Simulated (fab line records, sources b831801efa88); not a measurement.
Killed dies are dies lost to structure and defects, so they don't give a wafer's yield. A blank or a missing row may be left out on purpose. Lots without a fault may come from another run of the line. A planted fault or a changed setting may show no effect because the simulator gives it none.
A struck lot beside a sound one | flow sky130 | 16 steps out of a route of 708
Sound: wafers L891.2, L891.5, L891.6. Struck: wafer L904.4. (L904.2, L904.5 of the same lot were not struck and are left out.) The cause comes at the end.
At each step with rows: each side's tool, then ch and its chambers, then its first start. Under that, the readings that differ: sound wafers | struck wafers | difference of the means | sigmas: that difference in standard deviations of wafers without a fault.
alike: readings whose means differ by less than 2 such deviations, and words and numbers that are the same on both sides. not compared: withheld readings, readings that some wafer has no value for, bounds like >300 that may hide the same value, and numbers for which the record gives no deviation and whose values overlap.
The two part at a step that has a row with sigmas, a row that says differs or no value, or rows on one side only. Numbers that don't overlap but have no deviation are shown without sigmas and don't part them. A reading that every wafer of one side lacks parts them only if that side has two wafers or more.

first, 2 steps without rows for these wafers: SKY_METAL4_PEB_11; SKY_METAL4_DEVELOP_12 (develop time 60 s).
SKY_METAL4_CD_MEAS_13: target cd 300 nm.
  sound on cd_sem-01, day 42 05:38; struck on cd_sem-01, day 45 17:08
  alike: cd_nm
SKY_METAL4_OVL_MEAS_14:
  sound on overlay-01, day 42 05:44; struck on overlay-02, day 45 17:14
  alike: METAL4_OVL
SKY_METAL4_DESCUM_15: chemistry O2, time 8 s.
  sound on rie_metal-01 ch 0,1, day 42 05:46; struck on rie_metal-02 ch 0, day 45 17:16
  alike: drypump_motor_current_A, oes_product_au
  not compared: rf_hours_counter_h
SKY_METAL4_ETCH_16: etches BARC in N2/H2, stops on SiO2, time 88.2 s, target depth 60 nm.
  sound on rie_metal-01 ch 0,1, day 42 05:48; struck on rie_metal-02 ch 0, day 45 17:18
  alike: bias_w, drypump_motor_current_A, oes_product_au, throttle_valve_pct
  not compared: rf_hours_counter_h
then, 1 step without rows for these wafers: SKY_METAL4_ETCH_17 (etches SiO2 in C4F8/O2/Ar, stops on TiN, time 3.9 s, target depth 15 nm).
SKY_METAL4_METAL_ETCH_18: etches the open film in Cl2/BCl3, stops on SiO2, target depth 845 nm, time 183.1 s.
  sound on rie_metal-02 ch 1, day 42 05:58; struck on rie_metal-01 ch 1, day 45 17:25
  alike: bias_w, drypump_motor_current_A, mfc_cl2_sccm, oes_product_au, throttle_valve_pct
  not compared: rf_hours_counter_h
SKY_METAL4_STRIP_19: strips in O2/N2.
  sound on plasma_asher-04 ch 0,1, day 42 06:16; struck on plasma_asher-01 ch 1, day 45 17:35
  alike: drypump_motor_current_A, oes_product_au, strip_time_to_endpoint_s
  not compared: rf_hours_counter_h
then, 3 steps without rows for these wafers: SKY_METAL4_STRIP_20 (strips in post etch residue remover, time 1200 s); SKY_METAL4_CLEAN_21 (cleans in IPA, time 180 s); SKY_METAL4_CLEAN_22 (cleans in O3/DIW).
SKY_VIA4_HDPCVD_00: deposits SiO2, target thk 1750 nm, time 291.7 s.
  sound on hdpcvd-02 ch 0,1, day 42 06:52; struck on hdpcvd-02 ch 2, day 45 18:11
  reading                                  | sound             | struck | difference | sigmas
  run_length_s (s)                         | 319.8 319.2 320.1 | 334.4  | +14.7      | +24
  model.SiO2_of_VIA4_HDPCVD_00.thk_nm (nm) | 1737 1752 1763    | 1832   | +81        |
SKY_VIA4_THK_MEAS_01:
  sound on film_metro-01, day 42 07:03; struck on film_metro-02, day 45 18:22
  reading              | sound          | struck | difference | sigmas
  VIA4_HDPCVD_THK (nm) | 1738 1754 1763 | 1832   | +80        | +4
SKY_VIA4_CMP_02: polishes SiO2.
  sound on cmp-01 ch 0,2,3, day 42 07:12; struck on cmp-01 ch 0, day 45 18:31
  alike: motor_current_A
-- the record jumps here: 4 days lie between the struck wafers' starts before and after (it left off in module VIA4 and takes up again in module PAD_OPEN, whose first step shown is number 708 of the route) --
SKY_PAD_OPEN_PROBE_99:
  the record has rows for the struck wafers here (prober-01, day 49 07:00) and none for the sound ones

WHERE THEY PART
First at SKY_VIA4_HDPCVD_00; last, within this record, at SKY_PAD_OPEN_PROBE_99.

WHY: what the simulator had put in
Process parameter drift: hdpcvd-02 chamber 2, from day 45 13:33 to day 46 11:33, at SKY_VIA4_HDPCVD_00. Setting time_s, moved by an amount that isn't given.
